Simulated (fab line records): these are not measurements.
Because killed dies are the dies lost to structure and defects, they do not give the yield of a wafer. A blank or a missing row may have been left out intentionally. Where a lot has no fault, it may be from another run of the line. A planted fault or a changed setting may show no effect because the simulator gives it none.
fab line records	flow gf180mcu
record lots=5	wafers=23
route steps=602 shown M1@318 V1@337 V2@386 M3@413 V3@433
start-h: hours from the record's opening day to when the first of the lot's shown wafers began	wait-h: time in hours since the lot's previous step	" unchanged from the row above	L1.1+2: one row covering several wafers at once	- no value, or no start given	* or withheld: withheld	< > ~ a bound
route shown NAME@n: a module of which the file shows steps, and the number in the route of the first	usual: the fault-free wafers' mean and standard deviation	same: alike in all rows	chamber/n: place in a boat	sites: each site's reading	_std_site: standard deviation across them	_edge_site: mean of outer sites minus mean of inner sites	radius-mm: how far each site lies from the wafer's centre	mask NAME#n: copy n	behind: the last tool/chamber to shape the wafer	hold: reason for holding the lot/hours on hold/outcome of the hold	device: which transistor (n, p or np) failed to switch	end of line: at the end of the route, the tests of the same wafers	a step without rows: its recipe alone	killed: the dies lost at the first sort to structure and to defects; this is not the yield of the wafer	map: a wafer's dies, marking killed ones x, the rest . and places with no die _
set.NAME: the run value of the setting; set.NAME@STEP: its run value at that earlier step	model.NAME: the simulator's own value behind a step, which no gauge read
lots run with intentionally changed settings; tables by step, rows by wafer
## steps
# step GF_M1_SPUTTER_03
# recipe material=Ti	target-thk-nm=10	substrate-temp-c=300	chamber-pressure-pa=0.3	power-w=3000	time-s=6.7
lot.wafer	tool	chamber	start-h	wait-h	set.chamber-pressure-pa
L074.1+2+3+5+6	pvd-sputter-04	-	356.84	0.0	0.3
L075.2+4+5	pvd-sputter-01	-	375.39	0.0	0.3
L082.2+3+4+5+6	pvd-sputter-01	-	434.19	0.0	0.3361
L083.1+2+3+4+5	pvd-sputter-04	-	438.59	0.0	0.2869
L085.1+2+3+5+6	pvd-sputter-02	-	464.41	0.0	0.2821
# step GF_M1_SPUTTER_04
# recipe material=TiN	target-thk-nm=50	power-w=6500	time-s=41.7	chamber-pressure-pa=0.4
# step GF_M1_RS_MEAS_05
# recipe thk-meas-gauge=four-point-probe	reads=TiN_of_M1_SPUTTER_04+Ti_of_M1_SPUTTER_03+AlCu_of_M1_SPUTTER_02+TiN_of_M1_SPUTTER_01+Ti_of_M1_SPUTTER_00
# usual M1_ALCU_RS=0.0691/0.0006
lot.wafer	tool	chamber	start-h	wait-h	set.time-s@M1_SPUTTER_02	M1_ALCU_RS[ohm/sq]
L074.1	film-metro-03	-	356.90	0.0	23.9	0.0691
L074.2	"	-	"	"	24.99	0.0657
L074.3	"	-	"	"	24.99	0.0657
L074.5	"	-	"	"	24.99	0.0654
L074.6	"	-	"	"	23.9	0.0679
L075.2	film-metro-03	-	375.47	0.0	23.9	0.0700
L075.4	"	-	"	"	23.9	0.0687
L075.5	"	-	"	"	23.9	0.0694
L082.2	film-metro-03	-	434.27	0.0	23.9	0.0692
L082.3	"	-	"	"	22.29	0.0742
L082.4	"	-	"	"	22.29	0.0738
L082.5	"	-	"	"	23.9	0.0695
L082.6	"	-	"	"	22.29	0.0734
L083.1	film-metro-04	-	438.65	0.0	23.9	0.0691
L083.2	"	-	"	"	23.9	0.0702
L083.3	"	-	"	"	22.9	0.0721
L083.4	"	-	"	"	23.9	0.0708
L083.5	"	-	"	"	22.9	0.0734
L085.1	film-metro-03	-	464.47	0.0	21.98	0.0757
L085.2	"	-	"	"	21.98	0.0751
L085.3	"	-	"	"	21.98	0.0755
L085.5	"	-	"	"	23.9	0.0697
L085.6	"	-	"	"	23.9	0.0691
# step GF_M1_THK_MEAS_06
# recipe thk-meas-gauge=xrf	reads=AlCu_of_M1_SPUTTER_02
# usual M1_ALCU_THK=454/5.3
lot.wafer	tool	chamber	start-h	wait-h	set.time-s@M1_SPUTTER_02	M1_ALCU_THK[nm]
L074.1	film-metro-03	-	357.02	0.1	23.9	456
L074.2	"	-	"	"	24.99	478
L074.3	"	-	"	"	24.99	479
L074.5	"	-	"	"	24.99	483
L074.6	"	-	"	"	23.9	461
L075.2	film-metro-03	-	375.58	0.1	23.9	449
L075.4	"	-	"	"	23.9	455
L075.5	"	-	"	"	23.9	451
L082.2	film-metro-03	-	434.38	0.1	23.9	452
L082.3	"	-	"	"	22.29	423
L082.4	"	-	"	"	22.29	424
L082.5	"	-	"	"	23.9	452
L082.6	"	-	"	"	22.29	428
L083.1	film-metro-04	-	438.77	0.1	23.9	450
L083.2	"	-	"	"	23.9	441
L083.3	"	-	"	"	22.9	432
L083.4	"	-	"	"	23.9	440
L083.5	"	-	"	"	22.9	423
L085.1	film-metro-03	-	464.59	0.1	21.98	417
L085.2	"	-	"	"	21.98	421
L085.3	"	-	"	"	21.98	418
L085.5	"	-	"	"	23.9	452
L085.6	"	-	"	"	23.9	458
# step GF_M1_DEHYDRATE_07
# recipe temp-c=200	time-s=60
# step GF_M1_HMDS_08
# recipe prime-time-s=60	prime-temp-c=120
# step GF_M1_METAL_ETCH_16
# recipe chemistry=Cl2/BCl3	mask-material=KrF	target-depth-nm=627.5	stop-on=SiO2	pressure-mtorr=8	icp-w=800	bias-w=140	Cl2_flow_sccm=80	bcl3-flow-sccm=40	time-s=104.6
lot.wafer	tool	chamber	start-h	wait-h	set.time-s@M1_SPUTTER_02	model.M1.feature-depth-nm
L074.1	rie-metal-04	1	379.29	0.0	23.9	604.2
L074.2	"	0	"	"	24.99	627.3
L074.3	"	0	"	"	24.99	628.9
L074.5	"	0	"	"	24.99	631.9
L074.6	"	1	"	"	23.9	612.3
L075.2	rie-metal-04	0	397.82	0.0	23.9	599.8
L075.4	"	1	"	"	23.9	608.9
L075.5	"	0	"	"	23.9	605
L082.2	rie-metal-03	1	458.71	0.0	23.9	606.6
L082.3+4+6	"	0,1,0	"	"	22.29	-
L082.5	"	1	"	"	23.9	603.3
L083.1	rie-metal-03	0	463.02	0.0	23.9	603.2
L083.2	"	1	"	"	23.9	597.7
L083.3	"	1	"	"	22.9	585.2
L083.4	"	0	"	"	23.9	591.9
L083.5	"	0	"	"	22.9	578.6
L085.1+2+3	rie-metal-02	0,1,0	488.49	0.0	21.98	-
L085.5	"	0	"	"	23.9	600.1
L085.6	"	1	"	"	23.9	604.6
# step GF_M1_STRIP_17
# recipe chemistry=O2/N2	power-w=1400	pressure-mtorr=1500	platen-temp-c=250	o2-flow-sccm=3000	n2-flow-sccm=300	overash-fraction=0.5
# usual strip-time-to-endpoint-s=7.75/0.031
lot.wafer	tool	chamber	start-h	wait-h	set.power-w	strip-time-to-endpoint-s
L074.1	plasma-asher-02	0	379.40	0.1	1400	7.78
L074.2	"	1	"	"	1400	7.72
L074.3	"	0	"	"	1400	7.74
L074.5	"	0	"	"	1400	7.73
L074.6	"	1	"	"	1400	7.74
L075.2	plasma-asher-04	0	397.93	0.1	1400	7.72
L075.4	"	0	"	"	1400	7.72
L075.5	"	0	"	"	1400	7.77
L082.2	plasma-asher-02	0	458.83	0.1	1400	7.78
L082.3	"	1	"	"	1400	7.78
L082.4	"	0	"	"	1400	7.78
L082.5	"	1	"	"	1400	7.77
L082.6	"	0	"	"	1400	7.77
L083.1	plasma-asher-02	1	463.13	0.1	1461	7.51
L083.2	"	0	"	"	1400	7.74
L083.3	"	0	"	"	1461	7.46
L083.4	"	1	"	"	1400	7.73
L083.5	"	0	"	"	1400	7.74
L085.1	plasma-asher-01	0	488.60	0.1	1537	7.26
L085.2	"	1	"	"	1537	7.20
L085.3	"	0	"	"	1400	7.78
L085.5	"	1	"	"	1400	7.82
L085.6	"	0	"	"	1537	7.23
# step GF_V1_CVD_02
# recipe material=SiO2	target-thk-nm=850	precursor=TEOS	temp-c=400	time-s=94.851	rf-w=600
lot.wafer	tool	chamber	start-h	wait-h	set.time-s	model.SiO2_of_V1_CVD_02.thk-nm
L074.1	pecvd-02	0	380.07	0.1	94.851	836.4
L074.2	"	1	"	"	106.3	941.5
L074.3	"	2	"	"	94.851	842.9
L074.5	"	0	"	"	106.3	972.3
L074.6	"	1	"	"	94.851	853
L075.2	pecvd-03	0	398.59	0.0	94.851	839.5
L075.4	"	2	"	"	94.851	855.5
L075.5	"	0	"	"	94.851	855.7
L082.2	pecvd-04	0	459.50	0.0	94.851	834.8
L082.3	"	0	"	"	85.91	771.9
L082.4	"	2	"	"	94.851	872.3
L082.5	"	0	"	"	85.91	775.2
L082.6	"	2	"	"	85.91	786.3
L083.1	pecvd-03	2	463.83	0.1	94.851	827.1
L083.2	"	0	"	"	94.851	832.5
L083.3	"	1	"	"	94.851	825
L083.4	"	1	"	"	94.851	839.2
L083.5	"	0	"	"	94.851	844.3
L085.1	pecvd-02	1	489.26	0.1	94.851	848.7
L085.2	"	2	"	"	94.851	843.1
L085.3	"	0	"	"	94.851	847.6
L085.5	"	2	"	"	94.851	860.2
L085.6	"	0	"	"	94.851	864.4
# step GF_V1_THK_MEAS_03
# recipe reads=SiO2_of_V1_CVD_02
# usual V1_CVD_02_THK=851/11
lot.wafer	tool	chamber	start-h	wait-h	set.time-s@V1_CVD_02	V1_CVD_02_THK[nm]
L074.1	film-metro-03	-	380.14	0.0	94.851	837
L074.2	"	-	"	"	106.3	942
L074.3	"	-	"	"	94.851	842
L074.5	"	-	"	"	106.3	972
L074.6	"	-	"	"	94.851	853
L075.2	film-metro-01	-	398.67	0.0	94.851	839
L075.4	"	-	"	"	94.851	855
L075.5	"	-	"	"	94.851	855
L082.2	film-metro-04	-	459.61	0.1	94.851	835
L082.3	"	-	"	"	85.91	772
L082.4	"	-	"	"	94.851	872
L082.5	"	-	"	"	85.91	776
L082.6	"	-	"	"	85.91	786
L083.1	film-metro-01	-	463.90	0.0	94.851	828
L083.2	"	-	"	"	94.851	833
L083.3	"	-	"	"	94.851	825
L083.4	"	-	"	"	94.851	839
L083.5	"	-	"	"	94.851	845
L085.1	film-metro-03	-	489.33	0.0	94.851	849
L085.2	"	-	"	"	94.851	843
L085.3	"	-	"	"	94.851	847
L085.5	"	-	"	"	94.851	860
L085.6	"	-	"	"	94.851	864
# step GF_V1_CMP_04
# recipe material=SiO2	down-force-psi=4	platen-rpm=60	pad-velocity-m-s=0.94248
# usual time-to-endpoint-s=81/5.6
lot.wafer	tool	chamber	start-h	wait-h	set.time-s@V1_CVD_02	time-to-endpoint-s
L074.2	cmp-01	3	380.20	0.0	106.3	116
L074.3	"	0	"	"	94.851	85
L074.1	"	2	"	"	94.851	76
L074.5	"	3	"	"	106.3	123
L074.6	"	0	"	"	94.851	89
L075.2	cmp-02	1	398.74	0.1	94.851	78
L075.4	"	3	"	"	94.851	83
L075.5	"	1	"	"	94.851	80
L082.2	cmp-02	1	459.71	0.1	94.851	73
L082.3	"	2	"	"	85.91	49
L082.4	"	3	"	"	94.851	88
L082.5	"	0	"	"	85.91	56
L082.6	"	1	"	"	85.91	55
L083.3	cmp-02	2	464.15	0.2	94.851	66
L083.2	"	3	"	"	94.851	74
L083.4	"	0	"	"	94.851	81
L083.1	"	1	"	"	94.851	70
L083.5	"	3	"	"	94.851	77
L085.3	cmp-01	2	489.65	0.3	94.851	82
L085.1	"	3	"	"	94.851	78
L085.2	"	0	"	"	94.851	83
L085.5	"	1	"	"	94.851	81
L085.6	"	2	"	"	94.851	86
# step GF_V1_COAT_09
# recipe resist=KrF	spin-rpm=withheld	resist-thk-nm=1000
lot.wafer	tool	chamber	start-h	wait-h	set.resist-thk-nm	model.KrF_of_V1_COAT_09.thk-nm
L074.1+5+6	litho-track-04	0	-	-	1000	1001
L074.2	"	0	"	"	1000	998.5
L074.3	"	0	"	"	1000	1002
L075.2+4	litho-track-03	0	-	-	1000	1003
L075.5	"	0	"	"	1000	1005
L082.2	litho-track-03	0	-	-	1000	995.7
L082.3	"	0	"	"	1000	999.3
L082.4	"	0	"	"	959.2	955.6
L082.5	"	0	"	"	959.2	957.2
L082.6	"	0	"	"	1000	998
L083.1+5	litho-track-02	0	-	-	1036	1035
L083.2	"	0	"	"	1000	998
L083.3	"	0	"	"	1000	996
L083.4	"	0	"	"	1036	1033
L085.1+6	litho-track-03	0	-	-	1000	1003
L085.2	"	0	"	"	1057	1059
L085.3+5	"	0	"	"	1057	1058
# step GF_V2_CMP_04
# recipe material=SiO2	down-force-psi=4	platen-rpm=60	pad-velocity-m-s=0.94248
lot.wafer	tool	chamber	start-h	wait-h	set.leave-above-ref-nm	model.SiO2_of_V2_CVD_02.thk-nm
L074.2	cmp-02	2	433.98	0.3	597.4	597.9
L074.1	"	0	"	"	597.4	599.6
L074.3	"	1	"	"	632.5	632.1
L074.5	"	2	"	"	597.4	597.2
L074.6	"	3	"	"	632.5	632.6
L075.2	cmp-01	1	449.02	0.0	632.5	632.4
L075.4	"	3	"	"	632.5	633.6
L075.5	"	2	"	"	632.5	633.7
L082.2	cmp-01	0	510.39	0.0	632.5	633.8
L082.4	"	1	"	"	632.5	631.7
L082.3	"	3	"	"	632.5	632.2
L082.5	"	0	"	"	632.5	634.1
L082.6	"	1	"	"	632.5	631.2
L083.1	cmp-01	3	515.33	0.1	632.5	632.4
L083.2	"	0	"	"	632.5	634.1
L083.4	"	1	"	"	585.6	584.2
L083.3	"	2	"	"	632.5	634
L083.5	"	3	"	"	585.6	585.8
L085.1	cmp-01	2	538.42	0.1	632.5	634.3
L085.2	"	3	"	"	675.1	677.1
L085.3	"	1	"	"	675.1	674.7
L085.5	"	2	"	"	632.5	633.5
L085.6	"	3	"	"	632.5	632.8
# step GF_V2_ETCH_17
# recipe chemistry=C4F8/O2/Ar	mask-material=KrF	target=SiO2	stop-on=TiN	source-w=1500	bias-w=1200	pressure-mtorr=40	c4f8-flow-sccm=withheld	O2_flow_sccm=6	Ar_flow_sccm=300	time-s=withheld	target-depth-a=6300
# usual oes-product-au=0.855/0.0045
lot.wafer	tool	chamber	start-h	wait-h	set.source-w	set.leave-above-ref-nm@V2_CMP_04	oes-product-au
L074.1	rie-diel-03	1	-	-	1500	597.4	0.835
L074.2	"	0	"	"	1500	597.4	0.829
L074.3	"	3	"	"	1500	632.5	0.862
L074.5	"	0	"	"	1500	597.4	0.829
L074.6	"	1	"	"	1500	632.5	0.850
L075.2	rie-diel-04	2	-	-	1500	632.5	0.859
L075.4	"	1	"	"	1500	632.5	0.852
L075.5	"	2	"	"	1500	632.5	0.852
L082.2	rie-diel-04	2	-	-	1580	632.5	0.854
L082.3	"	1	"	"	1500	632.5	0.854
L082.4	"	3	"	"	1500	632.5	0.848
L082.5	"	2	"	"	1580	632.5	0.861
L082.6	"	3	"	"	1580	632.5	0.847
L083.1	rie-diel-03	3	-	-	1500	632.5	0.849
L083.2	"	0	"	"	1500	632.5	0.850
L083.3	"	1	"	"	1500	632.5	0.858
L083.4	"	1	"	"	1500	585.6	0.827
L083.5	"	3	"	"	1500	585.6	0.813
L085.1	rie-diel-04	1	-	-	1500	632.5	0.859
L085.2	"	2	"	"	1580	675.1	0.885
L085.3	"	0	"	"	1580	675.1	0.891
L085.5	"	1	"	"	1500	632.5	0.853
L085.6	"	0	"	"	1580	632.5	0.850
# step GF_M3_SPUTTER_04
# recipe material=TiN	target-thk-nm=50	power-w=6500	time-s=41.7	chamber-pressure-pa=0.4
lot.wafer	tool	chamber	start-h	wait-h	set.chamber-pressure-pa	model.TiN_of_M3_SPUTTER_04.thk-nm
L074.1	pvd-sputter-01	-	460.57	0.0	0.3556	50.94
L074.2	"	-	"	"	0.3556	50.8
L074.3	"	-	"	"	0.3556	50.06
L074.5	"	-	"	"	0.3556	50.56
L074.6	"	-	"	"	0.3556	50.17
L075.2	pvd-sputter-02	-	475.45	0.0	0.4	48.82
L075.4	"	-	"	"	0.4	49.25
L075.5	"	-	"	"	0.4	49.43
L082.2	pvd-sputter-02	-	535.41	0.0	0.4497	48.68
L082.3	"	-	"	"	0.4497	48.88
L082.4	"	-	"	"	0.4497	48.38
L082.5	"	-	"	"	0.4497	48.73
L082.6	"	-	"	"	0.4497	48.39
L083.1	pvd-sputter-02	-	539.38	0.0	0.4245	49.41
L083.2+3	"	-	"	"	0.4245	49.46
L083.4	"	-	"	"	0.4245	49.26
L083.5	"	-	"	"	0.4245	49.19
L085.1	pvd-sputter-01	-	562.35	0.0	0.4	49.5
L085.2	"	-	"	"	0.4	49.71
L085.3	"	-	"	"	0.4	50.5
L085.5	"	-	"	"	0.4	50.3
L085.6	"	-	"	"	0.4	49.77
# step GF_M3_COAT_09
# recipe resist=KrF	spin-rpm=withheld	resist-thk-nm=1000
lot.wafer	tool	chamber	start-h	wait-h	set.resist-thk-nm	model.KrF_of_M3_COAT_09.thk-nm
L074.1	litho-track-01	0	471.68	0.1	1000	1000
L074.2	"	0	"	"	1054	1057
L074.3	"	0	"	"	1000	1003
L074.5	"	0	"	"	1054	1055
L074.6	"	0	"	"	1000	1002
L075.2	litho-track-02	0	487.49	0.1	1000	998.6
L075.4	"	0	"	"	1000	996.5
L075.5	"	0	"	"	1000	1001
L082.2+3	litho-track-01	0	546.36	0.1	1000	1001
L082.4	"	0	"	"	957.5	956.2
L082.5	"	0	"	"	957.5	954.7
L082.6	"	0	"	"	1000	997.4
L083.1	litho-track-04	0	550.71	0.1	1000	1000
L083.2	"	0	"	"	963.9	962.4
L083.3	"	0	"	"	963.9	965.6
L083.4	"	0	"	"	963.9	964.3
L083.5	"	0	"	"	1000	999
L085.1	litho-track-02	0	573.21	0.1	941.3	945.8
L085.2	"	0	"	"	1000	1003
L085.3	"	0	"	"	941.3	943.3
L085.5	"	0	"	"	1000	1005
L085.6	"	0	"	"	941.3	946.7
# step GF_M3_SOFTBAKE_10
# recipe temp-c=130	time-s=60	resist=KrF
# step GF_M3_EXPOSE_11
# recipe mask-id=Metal3	target-cd-nm=280	na=0.68	source-shape=conventional	sigma-outer=0.6	dose-mj=28
# step GF_M3_METAL_ETCH_16
# recipe chemistry=Cl2/BCl3	mask-material=KrF	target-depth-nm=627.5	stop-on=SiO2	pressure-mtorr=8	icp-w=800	bias-w=140	Cl2_flow_sccm=80	bcl3-flow-sccm=40	time-s=104.6
# step GF_M3_STRIP_17
# recipe chemistry=O2/N2	power-w=1400	pressure-mtorr=1500	platen-temp-c=250	o2-flow-sccm=3000	n2-flow-sccm=300	overash-fraction=0.5
# usual oes-product-au=0.557/0.0045	strip-time-to-endpoint-s=7.87/0.042
lot.wafer	tool	chamber	start-h	wait-h	set.resist-thk-nm@M3_COAT_09	oes-product-au	strip-time-to-endpoint-s
L074.1	plasma-asher-02	1	484.53	0.1	1000	0.566	7.89
L074.2	"	0	"	"	1054	0.581	8.48
L074.3	"	1	"	"	1000	0.558	7.95
L074.5	"	1	"	"	1054	0.585	8.43
L074.6	"	0	"	"	1000	0.559	7.94
L075.2	plasma-asher-02	0	498.85	0.1	1000	0.557	7.88
L075.4	"	0	"	"	1000	0.558	7.87
L075.5	"	1	"	"	1000	0.557	7.92
L082.2	plasma-asher-02	0	558.33	0.1	1000	0.557	7.84
L082.3	"	0	"	"	1000	0.552	7.83
L082.4	"	1	"	"	957.5	0.543	7.44
L082.5	"	0	"	"	957.5	0.532	7.36
L082.6	"	1	"	"	1000	0.557	7.81
L083.1	plasma-asher-02	1	561.83	0.1	1000	0.547	7.82
L083.2	"	0	"	"	963.9	0.538	7.51
L083.3	"	1	"	"	963.9	0.544	7.55
L083.4	"	0	"	"	963.9	0.541	7.48
L083.5	"	0	"	"	1000	0.563	7.89
L085.1	plasma-asher-02	1	584.83	0.1	941.3	0.525	7.38
L085.2	"	0	"	"	1000	0.557	7.91
L085.3	"	1	"	"	941.3	0.536	7.34
L085.5	"	0	"	"	1000	0.560	7.97
L085.6	"	1	"	"	941.3	0.539	7.33
# step GF_V3_CMP_04
# recipe material=SiO2	down-force-psi=4	platen-rpm=60	pad-velocity-m-s=0.94248
lot.wafer	tool	chamber	start-h	wait-h	set.leave-above-ref-nm	model.SiO2_of_V3_CVD_02.thk-nm
L074.2	cmp-02	3	485.37	0.1	613	612.7
L074.3	"	0	"	"	632.5	633.2
L074.1	"	1	"	"	613	611.5
L074.5	"	2	"	"	632.5	630.3
L074.6	"	3	"	"	613	611.7
L075.4	cmp-01	3	499.68	0.0	632.5	632.5
L075.2	"	1	"	"	632.5	631.3
L075.5	"	0	"	"	632.5	633.2
L082.3	cmp-02	3	559.15	0.0	632.5	631.2
L082.4	"	1	"	"	596.4	594.2
L082.2	"	2	"	"	632.5	631.8
L082.6	"	3	"	"	596.4	594.9
L082.5	"	0	"	"	632.5	632.5
L083.4	cmp-01	1	562.66	0.0	650.7	649.2
L083.1	"	2	"	"	632.5	633.5
L083.2	"	3	"	"	632.5	631.7
L083.3	"	0	"	"	650.7	652
L083.5	"	1	"	"	632.5	631.6
L085.3	cmp-02	0	586.06	0.1	632.5	632.8
L085.2	"	1	"	"	593.6	591.9
L085.1	"	2	"	"	593.6	590.6
L085.6	"	3	"	"	593.6	592.5
L085.5	"	0	"	"	632.5	632.4
# step GF_V3_SOFTBAKE_10
# recipe temp-c=130	time-s=60	resist=KrF
lot.wafer	tool	chamber	start-h	wait-h	set.temp-c
L074.1+6	litho-track-02	0	-	-	132.6
L074.2+3+5	"	0	"	"	130
L075.2+4+5	litho-track-02	0	-	-	130
L082.2+6	litho-track-03	0	-	-	130
L082.3+4+5	"	0	"	"	132.5
L083.1+2+3+4+5	litho-track-03	0	-	-	130
L085.1+2+3+5+6	litho-track-04	0	-	-	130
# step GF_V3_EXPOSE_11
# recipe mask-id=Via3	target-cd-nm=260	na=0.68	source-shape=conventional	sigma-outer=0.6	dose-mj=38
# step GF_V3_PEB_12
# recipe peb-temp-c=135	peb-time-s=90	resist=KrF
# step GF_V3_ETCH_16
# recipe chemistry=N2/H2	target-depth-a=withheld	overetch-a=withheld	time-s=withheld	target=BARC	ion-energy-ev=200	source-w=500	bias-w=100	pressure-mtorr=30	n2-flow-sccm=100	h2-flow-sccm=200
# step GF_V3_ETCH_17
# recipe chemistry=C4F8/O2/Ar	mask-material=KrF	target=SiO2	stop-on=TiN	source-w=1500	bias-w=1200	pressure-mtorr=40	c4f8-flow-sccm=withheld	O2_flow_sccm=6	Ar_flow_sccm=300	time-s=withheld	target-depth-a=6350
# usual oes-product-au=0.856/0.0046
lot.wafer	tool	chamber	start-h	wait-h	set.leave-above-ref-nm@V3_CMP_04	oes-product-au
L074.1	rie-diel-04	1	-	-	613	0.833
L074.2	"	0	"	"	613	0.837
L074.3	"	2	"	"	632.5	0.852
L074.5	"	0	"	"	632.5	0.865
L074.6	"	1	"	"	613	0.840
L075.2	rie-diel-04	0	-	-	632.5	0.854
L075.4	"	3	"	"	632.5	0.850
L075.5	"	3	"	"	632.5	0.858
L082.2	rie-diel-03	2	-	-	632.5	0.848
L082.3	"	3	"	"	632.5	0.849
L082.4	"	1	"	"	596.4	0.830
L082.5	"	2	"	"	632.5	0.858
L082.6	"	3	"	"	596.4	0.829
L083.1	rie-diel-02	0	-	-	632.5	0.852
L083.2	"	1	"	"	632.5	0.858
L083.3	"	2	"	"	650.7	0.875
L083.4	"	1	"	"	650.7	0.867
L083.5	"	2	"	"	632.5	0.848
L085.1	rie-diel-03	0	-	-	593.6	0.818
L085.2	"	1	"	"	593.6	0.829
L085.3	"	2	"	"	632.5	0.854
L085.5	"	0	"	"	632.5	0.862
L085.6	"	3	"	"	593.6	0.831
## key
split step=GF_M1_SPUTTER_03	setting=chamber-pressure-pa	stated=0.3	by=lot
response none clear
split step=GF_M1_STRIP_17	setting=power-w	stated=1400	by=wafer
response step=GF_M1_STRIP_17	reading=strip-time-to-endpoint-s	change=*	per=1%	r=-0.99
split step=GF_V1_CVD_02	setting=time-s	stated=94.851	by=wafer
response step=GF_V1_CVD_02	reading=model.SiO2_of_V1_CVD_02.thk-nm	change=+8.85	per=1%	r=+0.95
response step=GF_V1_THK_MEAS_03	reading=V1_CVD_02_THK	change=+8.85	per=1%	r=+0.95
response step=GF_V1_CMP_04	reading=time-to-endpoint-s	change=*	per=1%	r=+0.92
split step=GF_V1_COAT_09	setting=resist-thk-nm	stated=1000	by=wafer
response step=GF_V1_COAT_09	reading=model.KrF_of_V1_COAT_09.thk-nm	change=+10	per=1%	r=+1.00
split step=GF_V2_CMP_04	setting=leave-above-ref-nm	stated=632.5	by=wafer
response step=GF_V2_CMP_04	reading=model.SiO2_of_V2_CVD_02.thk-nm	change=+6.37	per=1%	r=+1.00
response step=GF_V2_ETCH_17	reading=oes-product-au	change=+0.00461	per=1%	r=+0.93
split step=GF_V2_ETCH_17	setting=source-w	stated=1500	by=wafer
response none clear
split step=GF_M3_SPUTTER_04	setting=chamber-pressure-pa	stated=0.4	by=lot
response step=GF_M3_SPUTTER_04	reading=model.TiN_of_M3_SPUTTER_04.thk-nm	change=-0.0775	per=1%	r=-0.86
split step=GF_M3_COAT_09	setting=resist-thk-nm	stated=1000	by=wafer
response step=GF_M3_COAT_09	reading=model.KrF_of_M3_COAT_09.thk-nm	change=+10.1	per=1%	r=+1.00
response step=GF_M3_STRIP_17	reading=oes-product-au	change=+0.00422	per=1%	r=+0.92
response step=GF_M3_STRIP_17	reading=strip-time-to-endpoint-s	change=*	per=1%	r=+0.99
split step=GF_V3_CMP_04	setting=leave-above-ref-nm	stated=632.5	by=wafer
response step=GF_V3_CMP_04	reading=model.SiO2_of_V3_CVD_02.thk-nm	change=+6.56	per=1%	r=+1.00
response step=GF_V3_ETCH_17	reading=oes-product-au	change=+0.00506	per=1%	r=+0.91
split step=GF_V3_SOFTBAKE_10	setting=temp-c	stated=130	by=wafer
response none clear
split outside-this-file step=GF_M1_SPUTTER_02 setting=time-s
# split outside-this-file: this setting was split too, and the file shows its column; the key of that split is in another file
